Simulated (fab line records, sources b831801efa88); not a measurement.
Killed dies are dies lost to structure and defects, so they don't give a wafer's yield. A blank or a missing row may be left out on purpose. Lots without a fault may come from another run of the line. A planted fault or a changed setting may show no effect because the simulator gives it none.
Chamber matching | flow gf180mcu | GF_V1_CMP_04 on cmp-02: 4 sister chambers
The step polishes SiO2. 14 wafers are shown with their chamber, then 6 later ones without.

WAFERS WITH THEIR CHAMBER
wafer  | chamber | motor_current_A (A) | retaining_ring_pressure_frac | slurry_filter_dp_kPa (kPa)
L532.2 | 2       | 13.4                | 0.998                        | 13.60
L532.3 | 1       | 10.8                | 1.010                        | 13.33
L532.6 | 0       | 13.8                | 1.010                        | 13.79
L534.4 | 3       | 14.6                | 0.991                        | 13.78
L534.5 | 0       | 14.0                | 1.007                        | 13.48
L534.6 | 3       | 14.0                | 0.990                        | 13.60
L537.1 | 0       | 13.3                | 0.993                        | 13.50
L537.4 | 1       | 11.4                | 0.996                        | 13.27
L537.5 | 1       | 11.1                | 1.007                        | 13.42
L539.2 | 2       | 13.5                | 1.002                        | 13.40
L539.3 | 1       | 11.8                | 1.004                        | 13.30
L539.4 | 0       | 13.8                | 1.003                        | 13.50
L540.2 | 0       | 13.8                | 1.004                        | 13.59
L540.3 | 2       | 12.8                | 1.007                        | 13.73

SIGNATURES (means of the wafers above)
reading                      | chamber 0 | chamber 1 | chamber 2 | chamber 3 | scatter within a chamber
motor_current_A              | 13.740    | 11.275    | 13.233    | 14.300    | 0.359
retaining_ring_pressure_frac | 1.00340   | 1.00425   | 1.00233   | 0.99050   | 0.00561
slurry_filter_dp_kPa         | 13.5720   | 13.3300   | 13.5767   | 13.6900   | 0.123
Rule: a wafer's distance from a chamber is the root of the sum, over the readings, of the square of ((its reading less the chamber's mean) divided by the reading's scatter). The wafer belongs to the nearest chamber; if the next one is less than 2 further off, it can't be placed. The scatter: the root of (the sum of the squares of (reading less its chamber's mean) over the shown wafers, divided by (wafers less chambers)).

WAFERS WITHOUT THEIR CHAMBER
wafer  | motor_current_A (A) | retaining_ring_pressure_frac | slurry_filter_dp_kPa (kPa)
L540.5 | 15.2                | 0.997                        | 13.60
L541.1 | 13.3                | 0.998                        | 13.26
L541.4 | 11.1                | 1.014                        | 13.47
L541.5 | 13.6                | 0.993                        | 13.72
L544.2 | 13.2                | 0.993                        | 13.25
L544.4 | 13.5                | 1.015                        | 13.45

WHICH CHAMBER EACH WENT THROUGH
wafer  | from the rows above          | in truth
L540.5 | can't be placed: 3 or 0      | 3
L541.1 | can't be placed: 2 or 0 or 3 | 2
L541.4 | 1                            | 1
L541.5 | can't be placed: 3 or 0 or 2 | 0
L544.2 | can't be placed: 2 or 0 or 3 | 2
L544.4 | can't be placed: 0 or 2      | 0
Placed correctly: 1 of 6. Can't be placed from these rows: 5 (the true chamber is among the candidates in 5). Placed wrongly: 0.
